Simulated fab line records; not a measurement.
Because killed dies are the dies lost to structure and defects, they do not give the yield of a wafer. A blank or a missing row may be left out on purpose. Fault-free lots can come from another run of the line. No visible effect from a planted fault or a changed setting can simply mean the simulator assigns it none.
Chamber matching || flow sky130 || 4 sister chambers for SKY_VIA1_ETCH_15 on rie_diel-03
The step etches SiO2 in C4F8/O2/Ar, stops on TiN, target depth 351 nm, time 54 s. 4 wafers are shown with their chamber, then 12 later ones without.

== EACH WAFER AND ITS CHAMBER ==
{"wafer": "L082.6", "chamber": 2, "oes_product_au (a.u.)": 0.988}
{"wafer": "L084.1", "chamber": 1, "oes_product_au (a.u.)": 0.986}
{"wafer": "L084.5", "chamber": 3, "oes_product_au (a.u.)": 0.981}
{"wafer": "L084.6", "chamber": 0, "oes_product_au (a.u.)": 0.985}

== WAFERS WITHOUT THEIR CHAMBER ==
{"wafer": "L085.2", "oes_product_au (a.u.)": 0.976}
{"wafer": "L085.4", "oes_product_au (a.u.)": 0.979}
{"wafer": "L085.5", "oes_product_au (a.u.)": 0.984}
{"wafer": "L086.2", "oes_product_au (a.u.)": 0.977}
{"wafer": "L086.3", "oes_product_au (a.u.)": 0.993}
{"wafer": "L086.6", "oes_product_au (a.u.)": 0.981}
{"wafer": "L093.2", "oes_product_au (a.u.)": 0.985}
{"wafer": "L093.3", "oes_product_au (a.u.)": 0.974}
{"wafer": "L093.5", "oes_product_au (a.u.)": 0.978}
{"wafer": "L095.4", "oes_product_au (a.u.)": 0.983}
{"wafer": "L095.5", "oes_product_au (a.u.)": 0.991}
{"wafer": "L095.6", "oes_product_au (a.u.)": 0.974}

== CHAMBER TAKEN BY EACH ==
{"wafer": "L085.2", "from the rows above": "can't be placed: 3 or 0 or 1 or 2", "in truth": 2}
{"wafer": "L085.4", "from the rows above": "can't be placed: 3 or 0 or 1 or 2", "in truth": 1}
{"wafer": "L085.5", "from the rows above": "can't be placed: 0 or 1 or 3 or 2", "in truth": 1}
{"wafer": "L086.2", "from the rows above": "can't be placed: 3 or 0 or 1 or 2", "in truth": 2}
{"wafer": "L086.3", "from the rows above": "can't be placed: 2 or 1 or 0 or 3", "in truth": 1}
{"wafer": "L086.6", "from the rows above": "can't be placed: 3 or 0 or 1 or 2", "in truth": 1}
{"wafer": "L093.2", "from the rows above": "can't be placed: 0 or 1 or 2 or 3", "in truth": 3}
{"wafer": "L093.3", "from the rows above": "can't be placed: 3 or 0 or 1 or 2", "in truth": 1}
{"wafer": "L093.5", "from the rows above": "can't be placed: 3 or 0 or 1 or 2", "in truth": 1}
{"wafer": "L095.4", "from the rows above": "can't be placed: 0 or 3 or 1 or 2", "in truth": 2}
{"wafer": "L095.5", "from the rows above": "can't be placed: 2 or 1 or 0 or 3", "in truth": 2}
{"wafer": "L095.6", "from the rows above": "can't be placed: 3 or 0 or 1 or 2", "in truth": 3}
0 of 12 placed correctly. Cannot be placed on the basis of these rows: 12; the candidates contain the true chamber in 12. Placed wrongly: 0.
How it was worked out, from the rows above alone: a wafer's distance from a chamber is the root of the sum, over the readings, of the square of ((its reading less the chamber's mean) divided by the reading's scatter). If the next closest chamber is less than 2 further off than the closest, the wafer can't be placed; otherwise it belongs to the closest. For every chamber, the mean is computed from those of its wafers that are shown. The scatter: with one shown wafer a chamber, the root of the mean of the squares of how far each hidden wafer lies from its nearest shown one.
